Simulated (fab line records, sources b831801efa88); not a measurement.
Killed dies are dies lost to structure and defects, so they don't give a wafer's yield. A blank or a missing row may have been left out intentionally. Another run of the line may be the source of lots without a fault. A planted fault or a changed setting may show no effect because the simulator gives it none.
Problem report, 8D (eight disciplines) form, completed by code :: flow sky130 :: the parts of the form that need people (team, actions taken, sign-off) are left out

== 1. WHAT IS WRONG ==
Across 6 wafers from 2 lots, VT_ADJUST_HVTP_TW at SKY_VT_ADJUST_HVTP_TW_MEAS_11 averages 1327, while fault-free wafers read 1358 with a standard deviation of 6.1. Relative to the usual mean, that is a shift of -5.0 standard deviations.
First seen on wafer L933.1, day 8 15:48, on film_metro-04. The record has a number at this step for 33 wafers belonging to 11 lots. Rule for "out" (also "out of limits"): further than 4 standard deviations from the usual mean. All remaining wafers that have a number are taken as sound.

== 2. WHAT IT IS, WHAT IT ISN'T ==
question: which readings at this step
is: VT_ADJUST_HVTP_TW
is not: -

question: which lots
is: L933, L934
is not: L928, L929, L930, L935, L941, L944, L945, L946, L947

question: which wafers of those lots
is: all that have a number
is not: -

question: read on which gauges
is: film_metro-03, film_metro-04
is not: film_metro-02

question: when
is: from day 8 15:48
is not: up to then (9 sound wafers); but 18 sound wafers of L935, L941, L944, L945, L946, L947 came after

== 3. SUSPECTS, AND WHAT RULES EACH OUT ==
Counting: a tool at any process step up to the reading remains a suspect when it ran all the lots that are out and ran no sound lot after the first of those.
- the gauge at SKY_VT_ADJUST_HVTP_TW_MEAS_11 is ruled out. The wafers that are out were read on 2 gauges (film_metro-03, film_metro-04).
- rie_diel-03 at SKY_FIELD_ISO_ETCH_15 (etches the open film in CHF3/O2, stops on Si, target depth 180 nm, time 72 s): ruled out as a lasting fault. After its first lot that is out, L933 (day 4 04:49), sound lots L944, L945 ran on it.
- plasma_asher-01 at SKY_NWELL_STRIP_25 (strips in O2/N2): ruled out as a lasting fault. After its first lot that is out, L933 (day 7 17:29), sound lots L935, L945, L947 ran on it.
- implanter-01 at SKY_VT_ADJUST_HVTP_IMPLANT_09: ruled out as a lasting fault. After its first lot that is out, L933 (day 8 15:33), sound lots L946 ran on it.
Left after counting: nothing in the record.

== 4. THE CAUSE (what the simulator had put in) ==
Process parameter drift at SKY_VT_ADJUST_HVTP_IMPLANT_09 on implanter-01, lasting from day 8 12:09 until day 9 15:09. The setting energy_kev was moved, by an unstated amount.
The count ruled it out by mistake, since the rule takes a fault to strike every lot its tool runs from the start of the fault on, and this one did not do so.

== 5. SEQUENCE OF EFFECTS, ordered by route ==
Each row: a reading whose mean over the struck wafers that have a number lies more than 3 standard deviations from the usual. Only readings whose record carries a usual standard deviation are examined. hours: median over the lots of the time between each lot's start at the first step of this table that gives one and its start at this step. sigmas: the change, counted in usual standard deviations.
hours: 0
step: SKY_VT_ADJUST_HVTP_IMPLANT_09
reading: beam_energy_keV
usual: 150.00
on struck wafers: 135.86
change: -14.14
sigmas: -99 or more

hours: 0
step: SKY_VT_ADJUST_HVTP_TW_MEAS_11
reading: VT_ADJUST_HVTP_TW
usual: 1358
on struck wafers: 1327
change: -31
sigmas: -5.0
The process steps in it:
- SKY_VT_ADJUST_HVTP_IMPLANT_09

== 6. HOW IT WOULD HAVE BEEN CAUGHT EARLIER ==
Counted from the fault's start at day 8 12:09, it took 4 hours until the first out-of-limits reading at a measuring or inspecting step in this record, taken at day 8 15:48.
The tool's own readings at SKY_VT_ADJUST_HVTP_IMPLANT_09 were out on every struck wafer that the step has a row for (beam_energy_keV): an alarm limit on them would have fired on the first of those.
